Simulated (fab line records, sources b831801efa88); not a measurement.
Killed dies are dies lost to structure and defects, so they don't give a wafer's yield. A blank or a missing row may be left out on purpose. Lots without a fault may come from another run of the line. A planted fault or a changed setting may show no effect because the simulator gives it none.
A struck lot beside a sound one | flow sky130 | 43 steps out of a route of 708
Sound: wafers L177.3, L177.4, L177.5. Struck: wafer L180.3. (L180.4, L180.5 of the same lot were not struck and are left out.) The cause comes at the end.
At each step with rows: each side's tool, then ch and its chambers, then its first start. Under that, the readings that differ: sound wafers | struck wafers | difference of the means | sigmas: that difference in standard deviations of wafers without a fault.
alike: readings whose means differ by less than 2 such deviations, and words and numbers that are the same on both sides. not compared: withheld readings, readings that some wafer has no value for, bounds like >300 that may hide the same value, and numbers for which the record gives no deviation and whose values overlap.
The two part at a step that has a row with sigmas, a row that says differs or no value, or rows on one side only. Numbers that don't overlap but have no deviation are shown without sigmas and don't part them. A reading that every wafer of one side lacks parts them only if that side has two wafers or more.

SKY_LI_CONTACT_OVL_MEAS_13:
  sound on overlay-02, day 33 17:54; struck on overlay-01, day 34 18:03
  alike: LI_CONTACT_OVL
then, 1 step without rows for these wafers: SKY_LI_CONTACT_ETCH_14 (etches BARC in N2/H2, stops on SiO2, time 45.9 s, target depth 60 nm).
SKY_LI_CONTACT_ETCH_15: etches PSG in C4F8/O2/Ar, stops on Si, target depth 600 nm.
  sound on rie_diel-03 ch 0,2,3, day 33 17:58; struck on rie_diel-04 ch 2, day 34 18:07
  alike: bias_w, oes_product_au, rf_fwd_power_W
then, 5 steps without rows for these wafers: SKY_LI_CONTACT_STRIP_16 (strips in O2/N2); SKY_LI_CONTACT_CLEAN_17 (cleans in NMP, time 600 s); SKY_LI_CONTACT_PRE_CLEAN_18 (time 5.6 s); SKY_LI_CONTACT_SPUTTER_19 (material Ti, target thk 20 nm, time 106.37 s); SKY_LI_CONTACT_SPUTTER_20 (material TiN, target thk 20 nm, time 80 s).
SKY_LI_CONTACT_CVD_21: deposits W, target thk 400 nm, time 120.56 s.
  sound on cvd_w-01 ch 0,1, day 33 18:34; struck on cvd_w-02 ch 1, day 34 18:40
  alike: heater_power_w
SKY_LI_CONTACT_RS_MEAS_22: measures by four-point-probe.
  sound on film_metro-03, day 33 18:41; struck on film_metro-04, day 34 18:48
  reading                  | sound             | struck | difference | sigmas
  LI_CONTACT_W_RS (ohm/sq) | 0.288 0.285 0.288 | 0.274  | -0.013     | -3
SKY_LI_CONTACT_THK_MEAS_23: measures by xrf.
  sound on film_metro-03, day 33 18:47; struck on film_metro-04, day 34 18:54
  alike: LI_CONTACT_W_THK
then, 1 step without rows for these wafers: SKY_LI_CONTACT_CMP_24 (polishes, stops on PSG, t overpolish 20 s, target thk 0 nm).
SKY_LOCAL_INTERCONNECT_SPUTTER_00: material TiN, target thk 100 nm, time 83.3 s.
  sound on pvd_sputter-04, day 33 19:07; struck on pvd_sputter-02, day 34 19:14
  reading                | sound          | struck | difference | sigmas
  throttle_valve_pct (%) | 29.0 30.8 28.9 | 27.2   | -2.4       | -2
  alike: cathode_dc_power_W
SKY_LOCAL_INTERCONNECT_RS_MEAS_01: measures by four-point-probe.
  sound on film_metro-02, day 33 19:13; struck on film_metro-02, day 34 19:20
  alike: LOCAL_INTERCONNECT_TIN_RS
SKY_LOCAL_INTERCONNECT_THK_MEAS_02: measures by xrf.
  sound on film_metro-02, day 33 19:19; struck on film_metro-02, day 34 19:26
  alike: LOCAL_INTERCONNECT_TIN_THK
then, 8 steps without rows for these wafers: SKY_LOCAL_INTERCONNECT_DEHYDRATE_03 (time 60 s); SKY_LOCAL_INTERCONNECT_HMDS_04 (prime time 60 s); SKY_LOCAL_INTERCONNECT_COAT_05 (resist thk 60 nm); SKY_LOCAL_INTERCONNECT_COAT_06 (resist thk 450 nm); SKY_LOCAL_INTERCONNECT_SOFTBAKE_07 (time 90 s); SKY_LOCAL_INTERCONNECT_EXPOSE_08 (exposes mask LI1M, target cd 170 nm); SKY_LOCAL_INTERCONNECT_PEB_09; SKY_LOCAL_INTERCONNECT_DEVELOP_10 (develop time 60 s).
SKY_LOCAL_INTERCONNECT_CD_MEAS_11: target cd 170 nm.
  sound on cd_sem-01, day 34 21:49; struck on cd_sem-01, day 35 21:55
  alike: cd_nm
SKY_LOCAL_INTERCONNECT_OVL_MEAS_12:
  sound on overlay-02, day 34 21:54; struck on overlay-01, day 35 22:00
  alike: LOCAL_INTERCONNECT_OVL
then, 1 step without rows for these wafers: SKY_LOCAL_INTERCONNECT_ETCH_13 (etches BARC in N2/H2, stops on SiO2, time 45.9 s, target depth 60 nm).
SKY_LOCAL_INTERCONNECT_METAL_ETCH_14: etches TiN in Cl2/BCl3, stops on PSG, target depth 110 nm, time 31.4 s.
  sound on rie_metal-03 ch 0,1, day 34 22:00; struck on rie_metal-04 ch 1, day 35 22:07
  alike: bias_w, drypump_motor_current_A, oes_product_au, rf_fwd_power_W, throttle_valve_pct
  not compared: rf_hours_counter_h
SKY_LOCAL_INTERCONNECT_STRIP_15: strips in O2/N2.
  sound on plasma_asher-04 ch 0,1, day 34 22:04; struck on plasma_asher-01 ch 1, day 35 22:10
  alike: drypump_motor_current_A, oes_product_au, strip_time_to_endpoint_s
  not compared: rf_hours_counter_h
then, 4 steps without rows for these wafers: SKY_LOCAL_INTERCONNECT_STRIP_16 (strips in post etch residue remover, time 1200 s); SKY_LOCAL_INTERCONNECT_CLEAN_17 (cleans in IPA, time 180 s); SKY_LOCAL_INTERCONNECT_CLEAN_18 (cleans in O3/DIW); SKY_CONTACT_CVD_00 (deposits Si3N4, target thk 75 nm).
SKY_CONTACT_THK_MEAS_01:
  sound on film_metro-01, day 34 22:41; struck on film_metro-02, day 35 22:47
  reading                 | sound          | struck | difference | sigmas
  CONTACT_CVD_00_THK (nm) | 74.3 77.1 75.6 | 73.3   | -2.4       | -2
then, 1 step without rows for these wafers: SKY_CONTACT_HDPCVD_02 (deposits SiO2, target thk 565 nm, time 94.2 s).
SKY_CONTACT_THK_MEAS_03:
  sound on film_metro-04, day 34 22:49; struck on film_metro-04, day 35 22:55
  alike: CONTACT_HDPCVD_THK
SKY_CONTACT_CMP_04: polishes SiO2.
  sound on cmp-01 ch 0,1,3, day 34 22:54; struck on cmp-01 ch 3, day 35 22:58
  alike: motor_current_A, time_to_endpoint_s
SKY_CONTACT_BOW_MEAS_05:
  sound on film_metro-01, day 34 23:11; struck on film_metro-04, day 35 23:18
  reading          | sound    | struck | difference | sigmas
  CONTACT_BOW (um) | 75 73 79 | 93     | +17        | +3
then, 5 steps without rows for these wafers: SKY_CONTACT_DEHYDRATE_06 (time 60 s); SKY_CONTACT_HMDS_07 (prime time 60 s); SKY_CONTACT_COAT_08 (resist thk 60 nm); SKY_CONTACT_COAT_09 (resist thk 450 nm); SKY_CONTACT_SOFTBAKE_10 (time 90 s).
-- the record jumps here: 14 days lie between the struck wafers' starts before and after (it left off in module CONTACT and takes up again in module PAD_OPEN, whose first step shown is number 708 of the route) --
SKY_PAD_OPEN_PROBE_99:
  the record has rows for the struck wafers here (prober-01, day 50 01:38) and none for the sound ones

WHERE THEY PART
First at SKY_LI_CONTACT_RS_MEAS_22; last, within this record, at SKY_PAD_OPEN_PROBE_99.

WHY: what the simulator had put in
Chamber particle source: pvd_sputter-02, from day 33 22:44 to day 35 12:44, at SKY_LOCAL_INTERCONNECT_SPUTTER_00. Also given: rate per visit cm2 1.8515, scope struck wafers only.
